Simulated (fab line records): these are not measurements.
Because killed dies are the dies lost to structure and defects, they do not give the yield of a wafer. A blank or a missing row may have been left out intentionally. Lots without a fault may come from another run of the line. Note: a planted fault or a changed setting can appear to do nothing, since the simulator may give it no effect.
Comparing a struck lot with a sound one :: flow gf180mcu :: 16 steps out of a route of 602
Sound: these wafers, L132.1, L132.4, L132.5. Struck: wafer L137.6; the same lot's L137.4 was not struck, so it is left out; see the end for the cause.
For every step that has rows: the tool of each side, followed by ch and its chambers, followed by its first start. Under that, the readings that differ: sound wafers :: struck wafers :: difference of the means :: sigmas: that difference in standard deviations of wafers without a fault.
alike: a reading whose means differ by less than 2 such deviations, as well as words and numbers matching on both sides. not compared: withheld readings; readings where some wafer has no value; bounds like >300 that might hide an equal value; numbers whose values overlap and for which the record gives no deviation.
The two part at a step that has a row with sigmas, a row that says differs or no value, or rows on one side only. When numbers do not overlap yet have no deviation, they are printed without sigmas and do not part them. A reading missing from all wafers of one side parts the sides only when that side holds two or more wafers.

GF_STI_THK_MEAS_02:
  sound on filmMetro-02, day 3 03:31; struck on filmMetro-02, day 4 09:20
  alike: STI_OXIDATION_THK
then, 1 step without rows for these wafers: GF_STI_CVD_03 (deposits Si3N4 from DCS/NH3, target thk 207.16 nm, time 3551 s).
GF_STI_THK_MEAS_04:
  sound on filmMetro-03, day 3 05:34; struck on filmMetro-04, day 4 12:22
  alike: STI_CVD_03_THK
then, 7 steps without rows for these wafers: GF_STI_DEHYDRATE_05 (time 60 s); GF_STI_HMDS_06 (prime time 60 s); GF_STI_COAT_07 (resist thk 700 nm); GF_STI_SOFTBAKE_08 (time 60 s); GF_STI_EXPOSE_09 (exposes mask COMP, target cd 220 nm); GF_STI_PEB_10 (peb time 90 s); GF_STI_DEVELOP_11 (develop time 60 s).
GF_STI_CD_MEAS_12 targets a cd of 220 nm.
  sound on cdSem-02, day 3 18:12; struck on cdSem-02, day 5 01:13
  alike: cdNm
GF_STI_ETCH_13: etches the open film in CHF3/O2, stops on Si, target depth 282.31 nm, time 112.9 s.
  sound on rieDiel-01 ch 0,3, day 3 18:19; struck on rieDiel-04 ch 1, day 5 01:16
reading: drypumpMotorCurrentA (A)
sound: 5.9 6.1 6.0
struck: 4.6
difference: -1.4
sigmas: -3
  alike: O2_flow_sccm, oesProductAu, runLengthS, throttleValvePct
  not compared: rfHoursCounterH
GF_STI_ETCH_14: etches Si in HBr/Cl2/O2, target depth 360 nm, time 102.9 s.
  sound on rieSi-01 ch 1,2, day 3 18:24; struck on rieSi-02 ch 3, day 5 01:21
reading: oesProductAu (a.u.)
sound: 0.999 0.990 0.980
struck: 1.024
difference: +0.034
sigmas: +3

reading: runLengthS (s)
sound: 132.0 131.9 132.2
struck: 90.7
difference: -41.3
sigmas: -99 or more

reading: model.STI.featureDepthNm (nm)
sound: 361.7 350 350.7
struck: 221
difference: -133
sigmas: 

reading: model.etch.depthNm (nm)
sound: 361.7 350 350.7
struck: 221
difference: -133
sigmas: 

reading: model.KrF_of_STI_COAT_07.thkNm (nm)
sound: 309 318.1 315.7
struck: 364.1
difference: +49.8
sigmas: 
  alike: O2_flow_sccm, drypumpMotorCurrentA, throttleValvePct
  not compared: rfHoursCounterH
GF_STI_STRIP_15: strips in O2/N2.
  sound on plasmaAsher-04 ch 0,1, day 3 18:29; struck on plasmaAsher-03 ch 1, day 5 01:28
reading: heaterPowerW (W)
sound: 385 391 400
struck: 313
difference: -79
sigmas: -3

reading: oesProductAu (a.u.)
sound: 0.382 0.385 0.378
struck: 0.394
difference: +0.012
sigmas: +2

reading: stripTimeToEndpointS (s)
sound: 3.60 3.70 3.68
struck: 4.19
difference: +0.53
sigmas: +9
  alike: drypumpMotorCurrentA
  not compared: rfHoursCounterH
then, 1 step without rows for these wafers: GF_STI_CLEAN_16 (cleans in dHF, time 25 s).
-- the record jumps here: 28 days lie between the struck wafers' starts before and after (it left off in module STI and takes up again in module PASSIVATION, whose first step shown is number 602 of the route) --
GF_PASSIVATION_PROBE_99:
  sound on prober-01, day 31 17:42; struck on prober-02, day 33 03:48
reading: model.etest.pwellInDnwell.lineOhmUm
sound: 4060 3880 3882
struck: 3154
difference: -787
sigmas: 

reading: model.etest.ldpmos_10p0.rOnOhmUm
sound: 1.118e+04 1.092e+04 1.088e+04
struck: 1.035e+04
difference: -6.433e+02
sigmas: 

reading: model.etest.pwellInDnwell.rsOhmSq
sound: 2444 2350 2345
struck: 1868
difference: -512
sigmas: 

reading: model.etest.ldnmos_10p0.rOnOhmUm
sound: 3743 3656 3679
struck: 3181
difference: -512
sigmas: 

reading: model.etest.pDrift.rsOhmSq
sound: 2417 2321 2354
struck: 1900
difference: -464
sigmas: 

reading: model.etest.nDrift.rsOhmSq
sound: 1209 1150 1158
struck: 864.9
difference: -307.4
sigmas: 

reading: model.etest.nwell.lineOhmUm
sound: 1144 1133 1134
struck: 922.3
difference: -214.7
sigmas: 

reading: model.etest.nwell.rsOhmSq
sound: 998 971.8 965.3
struck: 809.9
difference: -168.5
sigmas: 

## WHERE THEY PART
First at GF_STI_ETCH_13; last, within this record, at GF_STI_STRIP_15.

WHY: what the simulator had put in
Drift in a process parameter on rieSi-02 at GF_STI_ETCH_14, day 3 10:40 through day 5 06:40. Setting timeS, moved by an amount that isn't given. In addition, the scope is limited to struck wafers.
